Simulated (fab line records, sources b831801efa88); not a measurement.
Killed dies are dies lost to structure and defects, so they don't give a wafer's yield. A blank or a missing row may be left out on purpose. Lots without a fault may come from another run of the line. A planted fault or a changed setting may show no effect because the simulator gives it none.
Which tool did it? | flow sky130 | 14 lots, 42 wafers sampled, at 5 steps of a route of 708

WHAT THE GAUGES READ, wafer by wafer
SKY_FIELD_ISO_THK_MEAS_25. Usual: FIELD_ISO_CVD_24_THK 593 nm, standard deviation 5.2.
lot  | measured    | on            | FIELD_ISO_CVD_24_THK (nm) | flag
L804 | day 2 12:17 | film_metro-03 | 587 591 594               |
L805 | day 2 18:21 | film_metro-01 | 595 594 596               |
L806 | day 2 22:28 | film_metro-03 | 596 597 594               |
L807 | day 3 05:01 | film_metro-04 | 590 598 592               |
L808 | day 3 09:57 | film_metro-04 | 604 596 603               |
L809 | day 3 17:54 | film_metro-04 | 586 589 590               |
L810 | day 3 22:31 | film_metro-01 | 596 592 598               |
L811 | day 4 03:38 | film_metro-04 | 600 600 594               |
L815 | day 4 23:47 | film_metro-03 | 591 595 598               |
L816 | day 5 05:49 | film_metro-01 | 590 595 587               |
L817 | day 5 11:23 | film_metro-04 | 584 591 595               |
L818 | day 5 15:31 | film_metro-01 | 594 594 598               |
L819 | day 5 20:38 | film_metro-04 | 596 594 591               |
L826 | day 7 06:15 | film_metro-01 | 595 592 598               |

SKY_VT_ADJUST_PCH_TW_MEAS_10. Usual: VT_ADJUST_PCH_TW 142.5, standard deviation 0.62.
lot  | measured     | on            | VT_ADJUST_PCH_TW  | flag
L804 | day 10 11:31 | film_metro-03 | 142.6 141.9 142.5 |
L805 | day 10 22:11 | film_metro-03 | 143.1 141.9 141.8 |
L806 | day 11 04:43 | film_metro-03 | 142.2 142.1 143.0 |
L807 | day 11 09:46 | film_metro-01 | 144.1 144.0 143.6 |
L808 | day 12 03:52 | film_metro-02 | 143.2 142.6 142.5 |
L809 | day 12 13:35 | film_metro-01 | 142.5 143.0 142.1 |
L810 | day 12 17:03 | film_metro-01 | 142.4 142.9 141.3 |
L811 | day 13 01:25 | film_metro-02 | 143.6 142.3 143.2 |
L815 | day 14 08:58 | film_metro-03 | 142.2 142.0 142.4 |
L816 | day 14 13:53 | film_metro-01 | 142.6 143.3 142.8 |
L817 | day 14 22:52 | film_metro-02 | 142.2 143.0 142.8 |
L818 | day 15 08:12 | film_metro-03 | 142.4 142.2 142.4 |
L819 | day 15 13:11 | film_metro-03 | 141.7 141.6 142.3 |
L826 | day 17 18:31 | film_metro-01 | 143.4 143.8 142.8 |

SKY_SONOS_ONO_THK_MEAS_05. Usual: SONOS_ONO_CVD_04_THK 5.73 nm, standard deviation 0.1.
lot  | measured     | on            | SONOS_ONO_CVD_04_THK (nm) | flag
L804 | day 11 18:57 | film_metro-03 | 5.70 5.73 5.62            |
L805 | day 12 06:01 | film_metro-01 | 5.65 5.58 5.57            |
L806 | day 12 11:25 | film_metro-03 | 5.65 5.73 5.59            |
L807 | day 12 14:15 | film_metro-01 | 5.85 5.91 5.83            |
L808 | day 13 12:43 | film_metro-04 | 5.85 5.87 5.87            |
L809 | day 13 19:53 | film_metro-01 | 5.72 5.75 5.74            |
L810 | day 14 02:06 | film_metro-03 | 5.87 5.93 5.86            |
L811 | day 14 09:41 | film_metro-03 | 5.91 5.91 5.86            |
L815 | day 15 16:55 | film_metro-04 | 5.75 5.59 5.69            |
L816 | day 15 22:55 | film_metro-01 | 5.68 5.66 5.67            |
L817 | day 16 07:30 | film_metro-01 | 8.30 8.29 8.36            | OFF
L818 | day 16 16:54 | film_metro-04 | 8.28 8.22 8.19            | OFF
L819 | day 16 21:36 | film_metro-01 | 8.34 8.35 8.36            | OFF
L826 | day 19 06:46 | film_metro-01 | 5.83 5.81 5.66            |

SKY_LDD_P_TW_MEAS_11. Usual: LDD_P_TW 632, standard deviation 3.5.
lot  | measured     | on            | LDD_P_TW    | flag
L804 | day 19 01:26 | film_metro-04 | 626 625 622 |
L805 | day 19 17:04 | film_metro-04 | 629 626 624 |
L806 | day 20 02:18 | film_metro-03 | 636 634 634 |
L807 | day 20 05:19 | film_metro-02 | 629 633 631 |
L808 | day 21 06:41 | film_metro-02 | 632 631 629 |
L809 | day 21 17:35 | film_metro-03 | 637 635 637 |
L810 | day 21 23:16 | film_metro-02 | 636 630 632 |
L811 | day 22 08:29 | film_metro-03 | 636 637 637 |
L815 | day 23 17:46 | film_metro-02 | 634 632 631 |
L816 | day 23 23:42 | film_metro-02 | 638 632 638 |
L817 | day 24 09:56 | film_metro-03 | 633 636 635 |
L818 | day 24 18:55 | film_metro-03 | 636 632 632 |
L819 | day 24 23:44 | film_metro-03 | 633 633 632 |
L826 | day 27 06:30 | film_metro-03 | 635 631 634 |

WHICH TOOL RAN EACH LOT (tool, then ch and the chambers of the sampled wafers, then the start)
lot  | SKY_SONOS_ONO_CVD_04
L804 | lpcvd-03 ch 1, day 11 17:41
L805 | lpcvd-03 ch 0, day 12 04:46
L806 | lpcvd-03 ch 0, day 12 10:10
L807 | lpcvd-03 ch 1, day 12 12:59
L808 | lpcvd-03 ch 1, day 13 11:27
L809 | lpcvd-03 ch 0, day 13 18:37
L810 | lpcvd-03 ch 1, day 14 00:51
L811 | lpcvd-03 ch 1, day 14 07:48
L815 | lpcvd-03 ch 1, day 15 15:40
L816 | lpcvd-03 ch 0, day 15 21:38
L817 | lpcvd-03 ch 0, day 16 06:15
L818 | lpcvd-03 ch 1, day 16 15:39
L819 | lpcvd-03 ch 0, day 16 20:20
L826 | lpcvd-03 ch 1, day 19 05:30
- SKY_SONOS_ONO_CVD_04: deposits SiO2 from SiH4/N2O, target thk 5.7199 nm.

WHAT THE TOOLS THEMSELVES READ (means of the sampled wafers that have a number; where no wafer has one, the mark that the record gives instead)
SKY_SONOS_ONO_CVD_04. Usual: zone_power_upper_pct 18.7 %, standard deviation 0.34.
lot  | tool     | zone_power_upper_pct (%) | flag
L804 | lpcvd-03 | 18.7                     |
L805 | lpcvd-03 | 19.0                     |
L806 | lpcvd-03 | 19.0                     |
L807 | lpcvd-03 | 18.5                     |
L808 | lpcvd-03 | 18.6                     |
L809 | lpcvd-03 | 19.1                     |
L810 | lpcvd-03 | 18.6                     |
L811 | lpcvd-03 | 18.5                     |
L815 | lpcvd-03 | 18.5                     |
L816 | lpcvd-03 | 19.0                     |
L817 | lpcvd-03 | 19.1                     |
L818 | lpcvd-03 | 18.3                     |
L819 | lpcvd-03 | 19.0                     |
L826 | lpcvd-03 | 18.6                     |

THE ANSWER, worked out from the rows above alone
Rule: a lot is off if the mean of its wafers that have a number lies more than 3 standard deviations from the usual mean. A lot without any number at a reading at which 4 lots or more have one is off too. The other lots that the step has rows for count as sound. The gauges are gone through in route order, then the tools' own readings, and for those a lot's mean is taken as printed above. The first step at which some lot is off is used, and at that step the reading that is off furthest; a lot without a number counts as furthest.
Off: L817, L818, L819, at SKY_SONOS_ONO_THK_MEAS_05 (SONOS_ONO_CVD_04_THK).
A tool fits if, at a process step before that reading, it ran every lot that is off, and no sound lot after the first of them. The gauges at SKY_SONOS_ONO_THK_MEAS_05 are tried like those tools. None of those tried fits.

WHAT THE SIMULATOR HAD PUT IN
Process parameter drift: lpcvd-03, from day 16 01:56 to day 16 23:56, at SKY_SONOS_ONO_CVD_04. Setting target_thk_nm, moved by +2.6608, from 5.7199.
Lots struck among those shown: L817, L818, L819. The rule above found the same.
